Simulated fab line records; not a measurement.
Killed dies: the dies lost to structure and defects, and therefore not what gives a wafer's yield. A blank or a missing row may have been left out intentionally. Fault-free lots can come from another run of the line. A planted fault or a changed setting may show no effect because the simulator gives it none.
A sampling plan put to the test ; flow gf180mcu ; one line in one fab, 49 faults in these records, each fault weighed on the records of the lots it struck
Plan = the line's own looks (route steps where a gauge or an inspection reads the wafer without altering it). A look can be judged if struck wafers have a number there and the file gives its usual mean and standard deviation on fault-free wafers. Caught: 4 or more of those standard deviations (sigma) separate the usual mean from the mean of the struck wafers at a look after the fault's first step. On the tool: the fault's steps, tested the same way using the tool's own readings. It also counts as caught if the struck wafers ran another recipe or if their record alone is blank.

THE FAULTS, as the simulator had put them in
1. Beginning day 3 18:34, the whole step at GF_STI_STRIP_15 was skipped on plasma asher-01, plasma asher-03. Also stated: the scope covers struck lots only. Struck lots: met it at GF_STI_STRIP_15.
2. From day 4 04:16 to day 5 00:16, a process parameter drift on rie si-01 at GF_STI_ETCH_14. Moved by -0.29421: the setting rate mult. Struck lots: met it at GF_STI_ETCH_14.
3. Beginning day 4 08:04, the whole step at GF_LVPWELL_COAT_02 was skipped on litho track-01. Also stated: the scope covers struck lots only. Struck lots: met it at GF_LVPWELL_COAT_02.
4. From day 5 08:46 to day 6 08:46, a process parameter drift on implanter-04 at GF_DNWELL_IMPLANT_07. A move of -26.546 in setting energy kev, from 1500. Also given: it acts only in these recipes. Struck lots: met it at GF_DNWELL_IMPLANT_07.
5. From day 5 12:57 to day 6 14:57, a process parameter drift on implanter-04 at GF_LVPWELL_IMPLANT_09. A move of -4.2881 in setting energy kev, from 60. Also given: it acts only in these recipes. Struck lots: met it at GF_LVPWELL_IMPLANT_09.
6. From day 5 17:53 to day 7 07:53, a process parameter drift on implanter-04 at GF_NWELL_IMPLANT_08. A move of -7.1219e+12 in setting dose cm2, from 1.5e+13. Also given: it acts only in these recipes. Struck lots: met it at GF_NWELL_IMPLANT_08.
7. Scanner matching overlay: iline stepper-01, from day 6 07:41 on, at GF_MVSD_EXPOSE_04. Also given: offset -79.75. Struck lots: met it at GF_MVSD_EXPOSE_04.
8. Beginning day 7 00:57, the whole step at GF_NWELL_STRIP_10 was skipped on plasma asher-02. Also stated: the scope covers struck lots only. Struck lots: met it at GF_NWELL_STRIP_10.
9. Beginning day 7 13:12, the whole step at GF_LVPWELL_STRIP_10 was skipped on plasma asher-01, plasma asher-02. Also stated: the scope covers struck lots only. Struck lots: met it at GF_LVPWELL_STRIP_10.
10. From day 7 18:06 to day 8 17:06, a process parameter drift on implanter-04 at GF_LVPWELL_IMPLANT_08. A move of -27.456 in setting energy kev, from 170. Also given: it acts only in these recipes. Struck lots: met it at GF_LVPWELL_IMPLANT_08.
11. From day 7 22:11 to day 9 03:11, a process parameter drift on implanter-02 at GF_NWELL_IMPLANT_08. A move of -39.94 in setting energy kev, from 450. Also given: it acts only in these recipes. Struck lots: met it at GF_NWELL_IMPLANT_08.
12. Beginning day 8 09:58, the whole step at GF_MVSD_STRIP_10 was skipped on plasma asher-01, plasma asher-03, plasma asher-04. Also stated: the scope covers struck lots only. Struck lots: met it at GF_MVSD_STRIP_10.
13. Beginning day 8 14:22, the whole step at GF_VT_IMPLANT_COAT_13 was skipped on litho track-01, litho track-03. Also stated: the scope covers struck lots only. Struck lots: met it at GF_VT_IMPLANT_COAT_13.
14. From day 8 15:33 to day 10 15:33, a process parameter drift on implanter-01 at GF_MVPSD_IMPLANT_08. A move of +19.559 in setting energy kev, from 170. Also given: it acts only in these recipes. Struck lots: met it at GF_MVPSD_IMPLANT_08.
15. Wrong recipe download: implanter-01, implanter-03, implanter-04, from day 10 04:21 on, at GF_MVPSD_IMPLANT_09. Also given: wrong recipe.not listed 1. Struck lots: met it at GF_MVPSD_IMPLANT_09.
16. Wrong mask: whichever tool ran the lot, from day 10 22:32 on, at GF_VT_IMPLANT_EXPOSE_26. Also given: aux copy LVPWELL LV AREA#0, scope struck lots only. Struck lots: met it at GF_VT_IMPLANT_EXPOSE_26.
17. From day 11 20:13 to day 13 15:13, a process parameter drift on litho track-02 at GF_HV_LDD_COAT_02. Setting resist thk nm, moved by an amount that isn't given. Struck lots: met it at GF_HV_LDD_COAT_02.
18. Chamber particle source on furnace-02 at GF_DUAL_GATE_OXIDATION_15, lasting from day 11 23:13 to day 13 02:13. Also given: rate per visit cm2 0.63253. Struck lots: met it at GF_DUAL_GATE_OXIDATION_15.
19. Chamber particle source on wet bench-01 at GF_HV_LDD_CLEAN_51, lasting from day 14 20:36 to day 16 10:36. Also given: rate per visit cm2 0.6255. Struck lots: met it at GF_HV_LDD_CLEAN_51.
20. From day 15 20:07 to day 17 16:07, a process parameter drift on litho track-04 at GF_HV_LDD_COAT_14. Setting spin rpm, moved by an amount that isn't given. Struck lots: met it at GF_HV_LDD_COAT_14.
21. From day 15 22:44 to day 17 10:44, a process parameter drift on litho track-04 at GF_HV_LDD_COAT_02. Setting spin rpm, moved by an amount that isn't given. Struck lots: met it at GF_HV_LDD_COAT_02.
22. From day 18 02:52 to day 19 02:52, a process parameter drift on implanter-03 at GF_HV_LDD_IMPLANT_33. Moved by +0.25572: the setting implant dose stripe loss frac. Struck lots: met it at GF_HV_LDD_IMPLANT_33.
23. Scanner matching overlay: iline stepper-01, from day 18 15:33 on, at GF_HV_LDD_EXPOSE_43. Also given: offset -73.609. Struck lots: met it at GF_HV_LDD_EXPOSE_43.
24. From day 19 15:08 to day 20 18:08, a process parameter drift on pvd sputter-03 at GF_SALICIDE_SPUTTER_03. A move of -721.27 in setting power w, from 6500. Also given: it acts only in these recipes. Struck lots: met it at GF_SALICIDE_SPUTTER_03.
25. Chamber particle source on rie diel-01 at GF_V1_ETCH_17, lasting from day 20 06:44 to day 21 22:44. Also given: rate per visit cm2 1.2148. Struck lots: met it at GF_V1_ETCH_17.
26. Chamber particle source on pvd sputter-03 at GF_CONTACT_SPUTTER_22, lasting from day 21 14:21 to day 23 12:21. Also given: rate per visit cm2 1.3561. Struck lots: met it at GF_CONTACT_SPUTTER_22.
27. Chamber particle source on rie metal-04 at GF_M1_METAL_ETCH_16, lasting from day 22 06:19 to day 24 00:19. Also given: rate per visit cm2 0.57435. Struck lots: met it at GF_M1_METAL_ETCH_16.
28. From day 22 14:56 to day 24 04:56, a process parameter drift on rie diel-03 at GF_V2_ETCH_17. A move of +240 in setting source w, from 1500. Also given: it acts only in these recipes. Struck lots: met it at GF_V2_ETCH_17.
29. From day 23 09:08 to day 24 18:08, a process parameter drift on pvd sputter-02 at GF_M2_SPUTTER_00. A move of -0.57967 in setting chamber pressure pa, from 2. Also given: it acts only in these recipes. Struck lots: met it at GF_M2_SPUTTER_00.
30. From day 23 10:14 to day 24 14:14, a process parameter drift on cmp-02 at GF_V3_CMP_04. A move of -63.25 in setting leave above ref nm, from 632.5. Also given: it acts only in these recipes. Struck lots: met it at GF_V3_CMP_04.
31. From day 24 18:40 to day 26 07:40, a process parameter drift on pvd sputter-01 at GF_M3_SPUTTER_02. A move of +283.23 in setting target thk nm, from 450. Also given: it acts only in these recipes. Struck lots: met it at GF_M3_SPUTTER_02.
32. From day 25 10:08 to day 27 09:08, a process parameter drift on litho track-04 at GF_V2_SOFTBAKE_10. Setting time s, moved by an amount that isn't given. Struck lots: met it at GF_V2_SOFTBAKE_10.
33. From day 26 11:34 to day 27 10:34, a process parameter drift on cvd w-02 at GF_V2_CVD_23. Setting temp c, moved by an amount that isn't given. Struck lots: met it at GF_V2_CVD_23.
34. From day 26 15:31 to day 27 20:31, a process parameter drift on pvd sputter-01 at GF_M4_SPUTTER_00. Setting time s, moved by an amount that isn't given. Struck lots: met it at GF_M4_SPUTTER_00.
35. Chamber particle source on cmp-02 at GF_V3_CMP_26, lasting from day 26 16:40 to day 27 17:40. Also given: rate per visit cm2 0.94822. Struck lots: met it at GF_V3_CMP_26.
36. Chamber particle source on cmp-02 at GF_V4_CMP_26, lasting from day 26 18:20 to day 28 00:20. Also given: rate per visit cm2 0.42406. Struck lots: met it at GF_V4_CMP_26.
37. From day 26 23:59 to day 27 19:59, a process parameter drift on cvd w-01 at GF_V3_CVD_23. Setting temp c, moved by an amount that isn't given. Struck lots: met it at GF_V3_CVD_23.
38. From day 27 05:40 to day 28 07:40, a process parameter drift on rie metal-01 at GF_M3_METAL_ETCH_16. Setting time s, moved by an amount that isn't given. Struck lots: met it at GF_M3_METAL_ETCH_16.
39. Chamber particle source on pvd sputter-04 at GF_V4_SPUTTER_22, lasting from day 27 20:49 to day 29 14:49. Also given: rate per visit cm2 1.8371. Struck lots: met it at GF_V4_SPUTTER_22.
40. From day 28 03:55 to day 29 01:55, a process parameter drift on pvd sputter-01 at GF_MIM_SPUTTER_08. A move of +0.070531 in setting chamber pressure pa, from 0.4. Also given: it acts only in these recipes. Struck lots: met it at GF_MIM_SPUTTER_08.
41. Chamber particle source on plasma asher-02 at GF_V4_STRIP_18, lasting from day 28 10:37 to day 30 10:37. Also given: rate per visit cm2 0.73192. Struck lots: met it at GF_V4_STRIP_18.
42. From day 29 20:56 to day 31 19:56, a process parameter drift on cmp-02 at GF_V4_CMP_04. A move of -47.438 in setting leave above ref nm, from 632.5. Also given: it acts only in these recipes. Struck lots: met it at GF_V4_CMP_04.
43. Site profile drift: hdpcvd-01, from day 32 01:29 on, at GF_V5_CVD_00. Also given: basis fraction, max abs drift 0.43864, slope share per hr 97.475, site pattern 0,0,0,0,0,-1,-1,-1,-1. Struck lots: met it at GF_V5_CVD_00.
44. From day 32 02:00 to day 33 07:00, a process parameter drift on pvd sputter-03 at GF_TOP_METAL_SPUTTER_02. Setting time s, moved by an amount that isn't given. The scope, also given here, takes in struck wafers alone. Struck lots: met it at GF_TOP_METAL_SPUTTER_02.
45. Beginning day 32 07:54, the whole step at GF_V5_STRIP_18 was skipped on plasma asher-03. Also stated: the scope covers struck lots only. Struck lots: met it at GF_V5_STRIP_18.
46. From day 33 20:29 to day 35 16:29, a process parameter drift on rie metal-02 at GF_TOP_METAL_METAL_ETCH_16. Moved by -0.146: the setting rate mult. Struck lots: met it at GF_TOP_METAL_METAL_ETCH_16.
47. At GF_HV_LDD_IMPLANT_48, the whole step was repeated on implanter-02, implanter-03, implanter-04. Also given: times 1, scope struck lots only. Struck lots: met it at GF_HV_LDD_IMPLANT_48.
48. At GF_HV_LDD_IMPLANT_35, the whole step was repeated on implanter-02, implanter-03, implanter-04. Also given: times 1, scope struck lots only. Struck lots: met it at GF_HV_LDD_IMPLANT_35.
49. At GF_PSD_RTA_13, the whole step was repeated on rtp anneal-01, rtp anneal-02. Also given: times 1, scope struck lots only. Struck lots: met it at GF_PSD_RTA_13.

WHAT THE PLAN SAW
fault;on the tool itself;first look that catches it;reading, sigma;median hours from its first step to that look;hours from the fault's start to the first struck lot there;judged looks passed uncaught
1;the tool's record is blank for the struck wafers;no look after it can be judged;-;-;-;0
2;oes product au -17 sigma;none of the 2 looks that can be judged after it;-;-;-;2
3;the tool's record is blank for the struck wafers;GF_MVPSD_TW_MEAS_11;MVPSD_TW +24;37.2;38;0
4;beam energy keV -53 sigma;no look after it can be judged;-;-;-;0
5;beam energy keV -99 or beyond sigma;no look after it can be judged;-;-;-;0
6;dose ions cm2 -99 or beyond sigma;GF_NWELL_TW_MEAS_11;NWELL_TW -17;0.4;4;0
7;no reading that can be judged;GF_MVSD_OVL_MEAS_07;MVSD_OVL -56;7.9;15;0
8;the tool's record is blank for the struck wafers;GF_LVPWELL_TW_MEAS_11;LVPWELL_TW -97;16.6;19;0
9;the tool's record is blank for the struck wafers;GF_MVSD_TW_MEAS_11;MVSD_TW -86;16.8;19;0
10;beam energy keV -99 or beyond sigma;GF_VT_IMPLANT_RS_MEAS_48;LVPWELL_RS +12;108.9;117;0
11;beam energy keV -99 or beyond sigma;GF_VT_IMPLANT_RS_MEAS_47;NWELL_RS +6.7;128.4;135;0
12;the tool's record is blank for the struck wafers;GF_MVPSD_TW_MEAS_11;MVPSD_TW -93;16.9;19;0
13;the tool's record is blank for the struck wafers;GF_VT_IMPLANT_TW_MEAS_32;VT_IMPLANT_3_TW +99 or beyond;25.6;26;0
14;beam energy keV +99 or beyond sigma;GF_VT_IMPLANT_RS_MEAS_49;MVPSD_RS -7.8;74.0;87;0
15;under 2 sigma;GF_MVPSD_TW_MEAS_11;MVPSD_TW +17;0.2;5;0
16;under 2 sigma;GF_VT_IMPLANT_TW_MEAS_32;VT_IMPLANT_3_TW -99 or beyond;9.4;12;0
17;under 2 sigma;GF_HV_LDD_CD_MEAS_07;cd nm +7.9;9.9;16;0
18;under 2 sigma;none of the 2 looks that can be judged after it;-;-;-;2
19;under 2 sigma;no look after it can be judged;-;-;-;0
20;spin speed rpm +99 or beyond sigma;GF_HV_LDD_CD_MEAS_19;cd nm +4.2;11.1;18;0
21;spin speed rpm +47 sigma;not the one look that can be judged after it;-;-;-;1
22;under 2 sigma;GF_HV_LDD_RS_MEAS_53;HV_LDD_RS +4.2;26.0;36;0
23;no reading that can be judged;GF_HV_LDD_OVL_MEAS_47;HV_LDD_03_OVL -56;12.3;23;0
24;cathode dc power W -99 or beyond sigma;GF_SALICIDE_THK_MEAS_05;SALICIDE_TIN_THK -8.4;0.1;4;0
25;under 2 sigma;not the one look that can be judged after it;-;-;-;1
26;under 2 sigma;no look after it can be judged;-;-;-;0
27;under 2 sigma;no look after it can be judged;-;-;-;0
28;rf fwd power W +51 sigma;no look after it can be judged;-;-;-;0
29;chamber pressure pa -99 or beyond sigma;no look after it can be judged;-;-;-;0
30;time to endpoint s +4.2 sigma;no look after it can be judged;-;-;-;0
31;under 2 sigma;GF_M3_RS_MEAS_05;M3_ALCU_RS -36;0.1;6;0
32;heater power total W +87 sigma;not the one look that can be judged after it;strongest: cd nm at GF_V2_CD_MEAS_14, -2.0;-;-;1
33;susceptor temp C +52 sigma;GF_V2_RS_MEAS_24;V2_W_RS -20;0.2;8;0
34;under 2 sigma;no look after it can be judged;-;-;-;0
35;under 2 sigma;none of the 2 looks that can be judged after it;-;-;-;2
36;under 2 sigma;no look after it can be judged;-;-;-;0
37;susceptor temp C +94 sigma;GF_V3_RS_MEAS_24;V3_W_RS -32;0.1;4;0
38;run length s -19 sigma;no look after it can be judged;-;-;-;0
39;under 2 sigma;no look after it can be judged;-;-;-;0
40;chamber pressure pa +81 sigma;GF_MIM_RS_MEAS_10;MIM_ALCU_RS +4.6;0.1;5;0
41;under 2 sigma;not the one look that can be judged after it;-;-;-;1
42;under 2 sigma;not the one look that can be judged after it;-;-;-;1
43;no reading that can be judged;GF_V5_THK_MEAS_01;V5_CVD_00_THK -17;0.0;4;0
44;under 2 sigma;GF_TOP_METAL_RS_MEAS_05;TOP_METAL_ALCU_RS +23;0.1;2;0
45;the tool's record is blank for the struck wafers;no look after it can be judged;-;-;-;0
46;oes product au -14 sigma;no look after it can be judged;-;-;-;0
47;no reading that can be judged;GF_HV_LDD_TW_MEAS_50;HV_LDD_4_TW +26;0.6;-;0
48;under 2 sigma;GF_HV_LDD_TW_MEAS_38;HV_LDD_3_TW +10;0.7;-;0
49;under 2 sigma;not the one look that can be judged after it;-;-;-;1
A dash: the fault isn't caught, or these records don't give the number.

Caught at a look: 25 of 49. Caught on the tool: 26 of 49. By one or the other: 37 of 49.
Faults caught by the tool alone: 1, 2, 4, 5, 21, 28, 29, 30, 32, 38, 45, 46.
Caught at a look alone: faults 7, 15, 16, 17, 22, 23, 31, 43, 44, 47, 48.
Caught by neither: faults 18, 19, 25, 26, 27, 34, 35, 36, 39, 41, 42, 49.

THINNER SAMPLING
In the worst case, this is how late the first struck lot would be measured if the look that catches a fault measured only every second or every third lot, by lot number:
fault;struck lots at that look, in order of time;every lot;every second lot;every third lot
3;L256, L257;38 h;41 h;may miss all 2
6;L791, L795;4 h;may miss all 2;may miss all 2
7;L572, L573, L574;15 h;21 h;27 h
8;L139, L140;19 h;25 h;may miss all 2
9;L578, L579, L580;19 h;23 h;30 h
10;L451, L452;117 h;123 h;may miss all 2
11;L642, L643;135 h;136 h;may miss all 2
12;L186, L187, L188;19 h;26 h;34 h
13;L112, L113, L114;26 h;33 h;39 h
14;L721, L723;87 h;may miss all 2;may miss all 2
15;L575, L576;5 h;6 h;may miss all 2
16;L627;12 h;may miss it;may miss it
17;L596, L597;16 h;20 h;may miss all 2
20;L986, L988;18 h;may miss all 2;may miss all 2
22;L140, L142;36 h;may miss all 2;may miss all 2
23;L589, L590;23 h;26 h;may miss all 2
24;L782, L783, L784;4 h;13 h;23 h
31;L866, L867, L869;6 h;14 h;may miss all 3
33;L182, L183;8 h;19 h;may miss all 2
37;L496, L497;4 h;13 h;may miss all 2
40;L526, L528;5 h;may miss all 2;may miss all 2
43;L511, L513;4 h;may miss all 2;may miss all 2
44;L586;2 h;may miss it;may miss it
Hours are from the fault's start to the first struck lot that is measured. The limit of 4 sigma was tested on all struck wafers together, so one lot alone may lie under it. Other struck lots may not be in these records.

THE LONGEST TIMED WAY FROM STEP TO LOOK
Fault 11: the median time between GF_NWELL_IMPLANT_08 and GF_VT_IMPLANT_RS_MEAS_47 is 128.4 hours. No look between them can be judged.
